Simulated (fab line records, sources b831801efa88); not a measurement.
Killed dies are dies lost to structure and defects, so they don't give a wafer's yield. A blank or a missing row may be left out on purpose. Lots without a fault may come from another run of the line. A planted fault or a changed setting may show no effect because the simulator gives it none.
Which tool did it? | flow gf180mcu | 7 lots, 21 wafers sampled, at 1 step of a route of 602

WHAT THE GAUGES READ, wafer by wafer
GF_M5_OVL_MEAS_08.
lot  | measured     | on         | M5_OVL (nm)
L523 | day 26 11:52 | overlay-01 | -2 -1 -7
L525 | day 27 05:02 | overlay-02 | -2 -2 -1
L527 | day 27 21:37 | overlay-02 | -11 0 -11
L531 | day 29 05:28 | overlay-02 | 6 8 4
L537 | day 30 21:13 | overlay-01 | 0 3 7
L541 | day 31 18:19 | overlay-01 | -4 -3 -11
L544 | day 32 11:20 | overlay-01 | -3 5 7

WHICH TOOL RAN EACH LOT (tool, then ch and the chambers of the sampled wafers, then the start)
The record holds no process step before these readings.

THE ANSWER, worked out from the rows above alone
Rule: what is usual is taken from the lots themselves. Put in order of their means at a reading, lots are off if they are a third of the lots or fewer, leave a main group of 4 or more, and stand apart from it by a gap of 3 or more times the standard deviation of the main group's means; of several such gaps the widest counts. A main group whose means are all the same, to the digits that the tables above print for the reading, isn't used. A lot without any number at a reading at which 4 lots or more have one is off too. The other lots that the step has rows for count as sound.
No lot is off at any reading shown: from this, nothing can be told.

WHAT THE SIMULATOR HAD PUT IN
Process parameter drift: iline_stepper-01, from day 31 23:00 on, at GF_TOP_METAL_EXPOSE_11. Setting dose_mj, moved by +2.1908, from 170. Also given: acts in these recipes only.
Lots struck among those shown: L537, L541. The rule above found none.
